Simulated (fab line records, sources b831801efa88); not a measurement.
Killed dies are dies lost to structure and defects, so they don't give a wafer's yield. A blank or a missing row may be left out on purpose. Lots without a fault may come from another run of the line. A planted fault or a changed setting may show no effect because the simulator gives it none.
Which tool did it? | flow gf180mcu | 13 lots, 39 wafers sampled, at 2 steps of a route of 602

WHAT THE GAUGES READ, wafer by wafer
GF_V4_THK_MEAS_25: measures by xrf.
lot  | measured     | on            | V4_W_THK (nm)
L159 | day 24 21:17 | film_metro-01 | 359 361 358
L161 | day 25 07:52 | film_metro-01 | 352 356 357
L162 | day 25 18:55 | film_metro-02 | 356 363 358
L163 | day 26 06:07 | film_metro-04 | 366 364 367
L164 | day 26 14:28 | film_metro-04 | 363 363 365
L165 | day 26 18:38 | film_metro-02 | 358 364 362
L167 | day 27 12:22 | film_metro-02 | 357 358 360
L168 | day 27 20:14 | film_metro-02 | 359 355 361
L171 | day 28 14:22 | film_metro-04 | 362 364 363
L174 | day 29 16:40 | film_metro-02 | 359 361 360
L177 | day 30 07:37 | film_metro-01 | 361 364 361
L179 | day 30 20:37 | film_metro-02 | 367 370 370
L180 | day 30 23:31 | film_metro-01 | 360 356 364

WHICH TOOL RAN EACH LOT (tool, then ch and the chambers of the sampled wafers, then the start)
lot  | GF_PSD_STRIP_10
L159 | plasma_asher-01 ch 0,1, day 14 18:25
L161 | plasma_asher-02 ch 0,1, day 15 03:40
L162 | plasma_asher-02 ch 0,1, day 15 15:05
L163 | plasma_asher-02 ch 0,1, day 16 02:13
L164 | plasma_asher-02 ch 0, day 16 10:45
L165 | plasma_asher-02 ch 0,1, day 16 17:05
L167 | plasma_asher-02 ch 0,1, day 17 11:11
L168 | plasma_asher-04 ch 0,1, day 17 19:54
L171 | plasma_asher-04 ch 0,1, day 18 16:52
L174 | plasma_asher-02 ch 0,1, day 19 23:44
L177 | plasma_asher-02 ch 0,1, day 20 19:32
L179 | plasma_asher-04 ch 0,1, day 21 12:40
L180 | plasma_asher-01 ch 0,1, day 21 17:35
- GF_PSD_STRIP_10: strips in O2/N2.

WHAT THE TOOLS THEMSELVES READ (means of the sampled wafers that have a number; where no wafer has one, the mark that the record gives instead)
GF_PSD_STRIP_10.
lot  | tool            | drypump_motor_current_A (A) | heater_power_w (W) | oes_product_au (a.u.) | strip_time_to_endpoint_s (s)
L159 | plasma_asher-01 | 5.5                         | 347                | 0.589                 | 16.51
L161 | plasma_asher-02 | 5.7                         | 303                | 0.592                 | 16.52
L162 | plasma_asher-02 | 5.3                         | 293                | 0.591                 | 16.53
L163 | plasma_asher-02 | 5.3                         | 291                | 0.599                 | 16.54
L164 | plasma_asher-02 | 4.9                         | 289                | 0.590                 | 16.54
L165 | plasma_asher-02 | 5.7                         | 305                | 0.591                 | 16.47
L167 | plasma_asher-02 | 5.3                         | 289                | 0.593                 | 16.51
L168 | plasma_asher-04 | 5.4                         | 359                | 0.592                 | 16.49
L171 | plasma_asher-04 | 5.4                         | 356                | 0.592                 | 16.56
L174 | plasma_asher-02 | 5.3                         | 295                | 0.595                 | 16.47
L177 | plasma_asher-02 | 5.3                         | 297                | 0.588                 | 16.49
L179 | plasma_asher-04 | 5.4                         | 354                | 0.589                 | 16.49
L180 | plasma_asher-01 | 5.4                         | 329                | 0.592                 | 16.51

THE ANSWER, worked out from the rows above alone
Rule: what is usual is taken from the lots themselves. Put in order of their means at a reading, lots are off if they are a third of the lots or fewer, leave a main group of 4 or more, and stand apart from it by a gap of 3 or more times the standard deviation of the main group's means; of several such gaps the widest counts. A main group whose means are all the same, to the digits that the tables above print for the reading, isn't used. A lot without any number at a reading at which 4 lots or more have one is off too. The other lots that the step has rows for count as sound. The gauges are gone through in route order, then the tools' own readings, and for those a lot's mean is taken as printed above. The first step at which some lot is off is used, and at that step the reading that is off furthest; a lot without a number counts as furthest.
No lot is off at any reading shown: from this, nothing can be told.

WHAT THE SIMULATOR HAD PUT IN
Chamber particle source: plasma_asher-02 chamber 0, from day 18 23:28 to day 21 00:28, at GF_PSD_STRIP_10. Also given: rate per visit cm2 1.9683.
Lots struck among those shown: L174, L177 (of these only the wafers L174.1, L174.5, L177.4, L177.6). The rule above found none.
